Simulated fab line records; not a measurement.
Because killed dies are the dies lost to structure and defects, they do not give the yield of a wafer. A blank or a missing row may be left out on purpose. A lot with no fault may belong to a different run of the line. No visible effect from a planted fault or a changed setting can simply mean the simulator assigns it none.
The tool behind it: which one? -- flow gf180mcu -- Sampling: 13 lots, 39 wafers, 5 of 602 route steps

WHAT EACH GAUGE READ, for each wafer
GF_CONTACT_RS_MEAS_25: measurement is done with a four-point probe.
lot,measured,on,CONTACT_W_RS (ohm/sq)
L229,day 16 10:40,film-metro-02,0.385 0.389 0.391
L230,day 16 14:02,film-metro-03,0.389 0.389 0.391
L231,day 16 23:34,film-metro-03,0.383 0.382 0.384
L234,day 18 06:22,film-metro-02,0.376 0.383 0.381
L235,day 18 16:21,film-metro-02,0.385 0.387 0.388
L237,day 19 16:01,film-metro-02,0.394 0.384 0.388
L238,day 19 20:26,film-metro-02,0.384 0.383 0.382
L239,day 20 05:52,film-metro-04,0.380 0.382 0.387
L244,day 21 16:10,film-metro-02,0.381 0.387 0.381
L243,day 21 18:28,film-metro-03,0.387 0.392 0.390 0.388 0.393 0.390
L248,day 22 15:55,film-metro-03,0.387 0.389 0.388 0.388 0.389 0.387
L250,day 23 14:48,film-metro-03,0.383 0.387 0.385
L251,day 23 19:46,film-metro-02,0.388 0.384 0.386

GF_M1_RS_MEAS_05: measurement is done with a four-point probe.
lot,measured,on,M1_ALCU_RS (ohm/sq)
L229,day 16 11:22,film-metro-04,0.0692 0.0695 0.0679
L230,day 16 14:44,film-metro-01,0.0689 0.0697 0.0695
L231,day 17 00:16,film-metro-01,0.0696 0.0688 0.0697
L234,day 18 07:04,film-metro-04,0.0701 0.0694 0.0701
L235,day 18 17:03,film-metro-01,0.0709 0.0707 0.0707
L237,day 19 16:43,film-metro-04,0.0702 0.0702 0.0692
L238,day 19 21:08,film-metro-01,0.0688 0.0701 0.0700
L239,day 20 06:34,film-metro-04,0.0698 0.0697 0.0703
L244,day 21 16:52,film-metro-02,0.0698 0.0695 0.0683
L243,day 21 21:54,film-metro-02,0.0715 0.0711 0.0711
L248,day 22 16:55,film-metro-02,0.0690 0.0685 0.0692
L250,day 23 15:30,film-metro-02,0.0683 0.0703 0.0689
L251,day 23 20:28,film-metro-01,0.0681 0.0680 0.0680

WHAT TOOL EACH LOT RAN ON (gives the tool, then ch and the chambers of the sampled wafers, and finally the start)
lot,GF_CONTACT_SPUTTER_22,GF_CONTACT_SPUTTER_23,GF_M1_SPUTTER_01
L229,"pvd-sputter-02, day 16 10:26","pvd-sputter-02, day 16 10:29","pvd-sputter-04, day 16 11:13"
L230,"pvd-sputter-02, day 16 13:46","pvd-sputter-02, day 16 13:50","pvd-sputter-04, day 16 14:33"
L231,"pvd-sputter-04, day 16 23:22","pvd-sputter-04, day 16 23:25","pvd-sputter-04, day 17 00:08"
L234,"pvd-sputter-04, day 18 06:10","pvd-sputter-04, day 18 06:14","pvd-sputter-04, day 18 06:57"
L235,"pvd-sputter-02, day 18 16:03","pvd-sputter-02, day 18 16:07","pvd-sputter-03, day 18 16:56"
L237,"pvd-sputter-04, day 19 15:47","pvd-sputter-04, day 19 15:52","pvd-sputter-03, day 19 16:34"
L238,"pvd-sputter-01, day 19 20:08","pvd-sputter-01, day 19 20:11","pvd-sputter-03, day 19 21:01"
L239,"pvd-sputter-04, day 20 05:40","pvd-sputter-04, day 20 05:43","pvd-sputter-03, day 20 06:26"
L244,"pvd-sputter-02, day 21 15:58","pvd-sputter-02, day 21 16:02","pvd-sputter-04, day 21 16:45"
L243,"pvd-sputter-04, day 21 18:10","pvd-sputter-04, day 21 18:14","pvd-sputter-03, day 21 21:41"
L248,"pvd-sputter-04, day 22 15:43","pvd-sputter-04, day 22 15:47","pvd-sputter-02, day 22 16:47"
L250,"pvd-sputter-01, day 23 14:36","pvd-sputter-01, day 23 14:40","pvd-sputter-04, day 23 15:23"
L251,"pvd-sputter-02, day 23 19:32","pvd-sputter-02, day 23 19:35","pvd-sputter-04, day 23 20:19"
- GF_CONTACT_SPUTTER_22: material Ti, target thk 15 nm, time 80.02 s.
- GF_CONTACT_SPUTTER_23: material TiN, target thk 10 nm, time 40 s.
- GF_M1_SPUTTER_01: material TiN, target thk 30 nm, time 25 s.

WHAT THE TOOLS THEMSELVES READ (means of the sampled wafers that have a number; where no wafer has one, the mark that the record gives instead)
GF_CONTACT_SPUTTER_22.
lot,tool,throttle-valve-pct (%)
L229,pvd-sputter-02,29.3
L230,pvd-sputter-02,29.6
L231,pvd-sputter-04,30.1
L234,pvd-sputter-04,30.1
L235,pvd-sputter-02,29.6
L237,pvd-sputter-04,28.9
L238,pvd-sputter-01,29.6
L239,pvd-sputter-04,30.0
L244,pvd-sputter-02,28.7
L243,pvd-sputter-04,29.4
L248,pvd-sputter-04,29.3
L250,pvd-sputter-01,29.9
L251,pvd-sputter-02,29.6

GF_CONTACT_SPUTTER_23.
lot,tool,throttle-valve-pct (%)
L229,pvd-sputter-02,29.6
L230,pvd-sputter-02,29.5
L231,pvd-sputter-04,30.2
L234,pvd-sputter-04,30.1
L235,pvd-sputter-02,29.4
L237,pvd-sputter-04,28.7
L238,pvd-sputter-01,29.7
L239,pvd-sputter-04,30.0
L244,pvd-sputter-02,28.7
L243,pvd-sputter-04,29.3
L248,pvd-sputter-04,29.2
L250,pvd-sputter-01,29.8
L251,pvd-sputter-02,29.6

GF_M1_SPUTTER_01.
lot,tool,throttle-valve-pct (%)
L229,pvd-sputter-04,30.0
L230,pvd-sputter-04,29.4
L231,pvd-sputter-04,30.1
L234,pvd-sputter-04,30.0
L235,pvd-sputter-03,31.2
L237,pvd-sputter-03,29.6
L238,pvd-sputter-03,30.4
L239,pvd-sputter-03,30.4
L244,pvd-sputter-04,30.0
L243,pvd-sputter-03,29.0
L248,pvd-sputter-02,29.3
L250,pvd-sputter-04,29.5
L251,pvd-sputter-04,28.8

THE ANSWER, worked out from the rows above alone
Rule: the lots themselves supply what counts as usual. Put in order of their means at a reading, lots are off if they are a third of the lots or fewer, leave a main group of 4 or more, and stand apart from it by a gap of 3 or more times the standard deviation of the main group's means; of several such gaps the widest counts. The tables above print the reading to a certain number of digits; a main group whose means all agree to those digits is not used. A lot without any number at a reading at which 4 lots or more have one is off too. Where the step has rows for the other lots, those lots are counted as sound. Order of review: gauges by route order, followed by the tools' own readings, for which a lot's mean as printed above is used. The first step at which some lot is off is used, and at that step the reading that is off furthest; a lot without a number counts as furthest.
No lot is off at any reading shown: from this, nothing can be told.

WHAT THE SIMULATOR PUT IN
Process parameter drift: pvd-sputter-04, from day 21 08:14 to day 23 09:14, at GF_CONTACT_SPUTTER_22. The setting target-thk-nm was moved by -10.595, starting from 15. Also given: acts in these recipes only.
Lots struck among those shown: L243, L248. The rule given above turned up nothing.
